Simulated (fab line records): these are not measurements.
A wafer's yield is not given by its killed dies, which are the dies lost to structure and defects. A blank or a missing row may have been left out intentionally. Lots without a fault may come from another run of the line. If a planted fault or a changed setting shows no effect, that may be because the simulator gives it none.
Chamber matching / flow gf180mcu / GF_V5_CMP_26 on cmp-02 has 4 sister chambers
The step polishes, stops on SiO2, t overpolish 15 s, target thk 0 nm. 4 wafers are shown with their chamber, then 8 later ones without.

WAFERS, EACH WITH ITS CHAMBER
wafer=L461.2; chamber=2; motor-current-A (A)=12.3
wafer=L465.1; chamber=0; motor-current-A (A)=8.9
wafer=L465.4; chamber=3; motor-current-A (A)=9.5
wafer=L466.2; chamber=1; motor-current-A (A)=12.4

WAFERS WHOSE CHAMBER IS MISSING
wafer=L466.4; motor-current-A (A)=12.4
wafer=L466.5; motor-current-A (A)=8.4
wafer=L467.1; motor-current-A (A)=12.5
wafer=L467.2; motor-current-A (A)=12.3
wafer=L467.5; motor-current-A (A)=8.4
wafer=L468.1; motor-current-A (A)=12.4
wafer=L468.4; motor-current-A (A)=10.0
wafer=L468.6; motor-current-A (A)=12.3

EACH ONE'S CHAMBER
wafer=L466.4; from the rows above=can't be placed: 1 or 2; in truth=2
wafer=L466.5; from the rows above=can't be placed: 0 or 3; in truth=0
wafer=L467.1; from the rows above=can't be placed: 1 or 2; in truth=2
wafer=L467.2; from the rows above=can't be placed: 2 or 1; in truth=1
wafer=L467.5; from the rows above=can't be placed: 0 or 3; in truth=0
wafer=L468.1; from the rows above=can't be placed: 1 or 2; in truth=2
wafer=L468.4; from the rows above=can't be placed: 3 or 0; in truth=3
wafer=L468.6; from the rows above=can't be placed: 2 or 1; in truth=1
Correct placement for 0 of the 8. These rows do not allow placing 8 (true chamber among the candidates in 8). Wrongly placed: 0.
How it was worked out, from the rows above alone: a wafer's distance from a chamber is the root of the sum, over the readings, of the square of ((its reading less the chamber's mean) divided by the reading's scatter). If the next closest chamber is less than 2 further off than the closest, the wafer can't be placed; otherwise it belongs to the closest. A chamber's mean is the mean of its shown wafers. The scatter: root of mean squared gap, hidden wafer to nearest shown wafer, with one shown wafer a chamber.
